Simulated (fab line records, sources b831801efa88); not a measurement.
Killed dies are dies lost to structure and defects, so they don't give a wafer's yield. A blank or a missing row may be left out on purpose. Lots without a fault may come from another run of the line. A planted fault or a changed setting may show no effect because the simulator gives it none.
Split-lot experiment | flow gf180mcu | 5 lots, 23 wafers read, on a route of 602 steps

THE SPLIT
At GF_MIM_SPUTTER_08 (material AlCu, target thk 200 nm, time 10.6 s), the setting chamber_pressure_pa was moved away from the recipe's 0.4 Pa on 20 of the 23 wafers read, by -11.3% to +13.7%. The other wafers ran this setting at the recipe's value.

The reading is taken at the split's own step.

THE READING
AlCu_of_MIM_SPUTTER_08.thk_nm (the simulator's own value, which no gauge read), in nm, at GF_MIM_SPUTTER_08 (material AlCu, target thk 200 nm, time 10.6 s). The file gives no usual value for it. The 3 wafers here that ran the recipe average 195.8 nm, standard deviation 0.66 nm.

wafer  | tool, chamber at the split | chamber_pressure_pa as run, Pa | against the recipe | AlCu_of_MIM_SPUTTER_08.thk_nm, nm | against lot-mates on the recipe
L074.1 | pvd_sputter-03, -          | 0.455                          | +13.7%             | 193.2                             | no lot-mate on the recipe
L074.2 | pvd_sputter-03, -          | 0.455                          | +13.7%             | 192.7                             | no lot-mate on the recipe
L074.3 | pvd_sputter-03, -          | 0.455                          | +13.7%             | 194.7                             | no lot-mate on the recipe
L074.4 | pvd_sputter-03, -          | 0.455                          | +13.7%             | 195.9                             | no lot-mate on the recipe
L074.5 | pvd_sputter-03, -          | 0.455                          | +13.7%             | 194.4                             | no lot-mate on the recipe
L078.1 | pvd_sputter-04, -          | 0.355                          | -11.3%             | 206.6                             | no lot-mate on the recipe
L078.3 | pvd_sputter-04, -          | 0.355                          | -11.3%             | 207.7                             | no lot-mate on the recipe
L078.4 | pvd_sputter-04, -          | 0.355                          | -11.3%             | 205.7                             | no lot-mate on the recipe
L078.5 | pvd_sputter-04, -          | 0.355                          | -11.3%             | 207.2                             | no lot-mate on the recipe
L078.6 | pvd_sputter-04, -          | 0.355                          | -11.3%             | 205.5                             | no lot-mate on the recipe
L082.1 | pvd_sputter-04, -          | 0.362                          | -9.5%              | 204.9                             | no lot-mate on the recipe
L082.3 | pvd_sputter-04, -          | 0.362                          | -9.5%              | 206.6                             | no lot-mate on the recipe
L082.4 | pvd_sputter-04, -          | 0.362                          | -9.5%              | 204.6                             | no lot-mate on the recipe
L082.5 | pvd_sputter-04, -          | 0.362                          | -9.5%              | 206.4                             | no lot-mate on the recipe
L082.6 | pvd_sputter-04, -          | 0.362                          | -9.5%              | 206.8                             | no lot-mate on the recipe
L084.1 | pvd_sputter-01, -          | 0.357                          | -10.8%             | 203.7                             | no lot-mate on the recipe
L084.3 | pvd_sputter-01, -          | 0.357                          | -10.8%             | 202.6                             | no lot-mate on the recipe
L084.4 | pvd_sputter-01, -          | 0.357                          | -10.8%             | 202.2                             | no lot-mate on the recipe
L084.5 | pvd_sputter-01, -          | 0.357                          | -10.8%             | 204.3                             | no lot-mate on the recipe
L084.6 | pvd_sputter-01, -          | 0.357                          | -10.8%             | 201.9                             | no lot-mate on the recipe
L085.3 | pvd_sputter-03, -          | 0.4                            | recipe             | 195.9                             | -
L085.5 | pvd_sputter-03, -          | 0.4                            | recipe             | 194.9                             | -
L085.6 | pvd_sputter-03, -          | 0.4                            | recipe             | 196.5                             | -

THE FIT
A straight line over all 23 wafers: AlCu_of_MIM_SPUTTER_08.thk_nm changes by -0.472 nm for each +1% of chamber_pressure_pa; r = -0.90; the points scatter about the line by 2.3 nm.
Too few moved wafers have a lot-mate on the recipe to fit a line with each lot's own level taken away.

THE FILE'S OWN FIT
AlCu_of_MIM_SPUTTER_08.thk_nm changes by -0.472 nm for each +1% of chamber_pressure_pa, r = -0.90.
